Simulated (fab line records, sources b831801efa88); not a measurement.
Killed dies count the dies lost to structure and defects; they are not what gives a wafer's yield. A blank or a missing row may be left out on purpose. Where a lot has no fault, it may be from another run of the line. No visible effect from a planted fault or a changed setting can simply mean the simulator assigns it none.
Code-filled problem report in 8D (eight disciplines) form + flow gf180mcu + the parts of the form that need people (team, actions taken, sign-off) are left out

## 1. THE PROBLEM
Mean of oes_product_au at GF_M2_METAL_ETCH_16: 0.883 a.u. across 2 wafers in 2 lots; on wafers with no fault it is 0.990 a.u. (standard deviation 0.0067). Measured from the usual mean, that is -16 standard deviations.
The step: etches the open film in Cl2/BCl3, stops on SiO2, target depth 750.8 nm, time 125.1 s.
The first sign was on wafer L325.5 at day 24 00:59, on rie_metal-02. Wafers with a number at this step in the record: 41, from 14 lots. The rule behind "out" and "out of limits": a value lying over 4 standard deviations away from the usual mean. The rest of the wafers with a number are treated as sound.

## 2. WHAT IT IS AND WHAT IT IS NOT
| question                    | is                                 | is not                                                                          |
|-----------------------------|------------------------------------|---------------------------------------------------------------------------------|
| which readings at this step | oes_product_au, throttle_valve_pct | drypump_motor_current_A                                                         |
| which lots                  | L325, L329                         | L312, L313, L314, L315, L316, L317, L318, L320, L321, L322, L332, L333          |
| which wafers of those lots  | L325.5, L329.5                     | L325.2, L325.3, L329.6                                                          |
| read on which tools         | rie_metal-02                       | rie_metal-03, rie_metal-04                                                      |
| when                        | from day 24 00:59                  | up to then (32 sound wafers); but 7 sound wafers of L329, L332, L333 came after |

## 3. WHAT RULES OUT EACH SUSPECT
Counting: a tool at a process step up to the reading stays a suspect if it ran every lot that is out. Sound lots after the first of them don't rule it out here, since some wafers of a struck lot are sound.
- cvd_w-01 at GF_V1_CVD_23 (deposits W, target thk 350 nm, time 105.05 s): kept. Every lot that is out went through it, the first being L325 (day 23 01:34); the last sound lot it ran before that was L322 (day 22 14:11).
- rie_metal-02 at GF_M2_METAL_ETCH_16 (etches the open film in Cl2/BCl3, stops on SiO2, target depth 750.8 nm, time 125.1 s): kept. Every lot that is out went through it, the first being L325 (day 24 00:59); the last sound lot it ran before that was L321 (day 22 20:08). On those wafers its own readings are out: oes_product_au, throttle_valve_pct.
What counting leaves: cvd_w-01 at GF_V1_CVD_23 and rie_metal-02 at GF_M2_METAL_ETCH_16.

## 4. THE CAUSE (what the simulator had put in)
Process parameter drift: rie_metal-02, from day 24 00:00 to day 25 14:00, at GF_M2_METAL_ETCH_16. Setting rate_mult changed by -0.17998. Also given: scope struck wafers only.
Counting leaves 2 suspects; this tool is one of them.

## 5. THE EFFECT CHAIN, in route order
Rows list readings where the struck wafers' mean (over those with a number) sits beyond 3 standard deviations from the usual. Readings are gone through only where the record gives a usual standard deviation; hours: the median, over the lots, of the time from a lot's start at the first step in this table giving one to that lot's start at this step; sigmas: the change measured in usual standard deviations.
| hours | step                | reading                  | usual      | on struck wafers | change | sigmas |
|-------|---------------------|--------------------------|------------|------------------|--------|--------|
| 0     | GF_M2_METAL_ETCH_16 | oes_product_au           | 0.990 a.u. | 0.883            | -0.107 | -16    |
| 0     | GF_M2_METAL_ETCH_16 | throttle_valve_pct       | 28.230 %   | 28.361           | +0.131 | +13    |
| 0     | GF_M2_STRIP_17      | oes_product_au           | 0.537 a.u. | 0.563            | +0.026 | +5.4   |
| 0     | GF_M2_STRIP_17      | strip_time_to_endpoint_s | 7.37 s     | 7.99             | +0.62  | +9.7   |
The process steps in it:
- GF_M2_METAL_ETCH_16: etches the open film in Cl2/BCl3, stops on SiO2, target depth 750.8 nm, time 125.1 s.
- GF_M2_STRIP_17: strips in O2/N2.

## 6. WHAT WOULD HAVE CAUGHT IT SOONER
In this record the first reading out of limits was taken at day 24 00:59, 1 hour after the fault began at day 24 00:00.
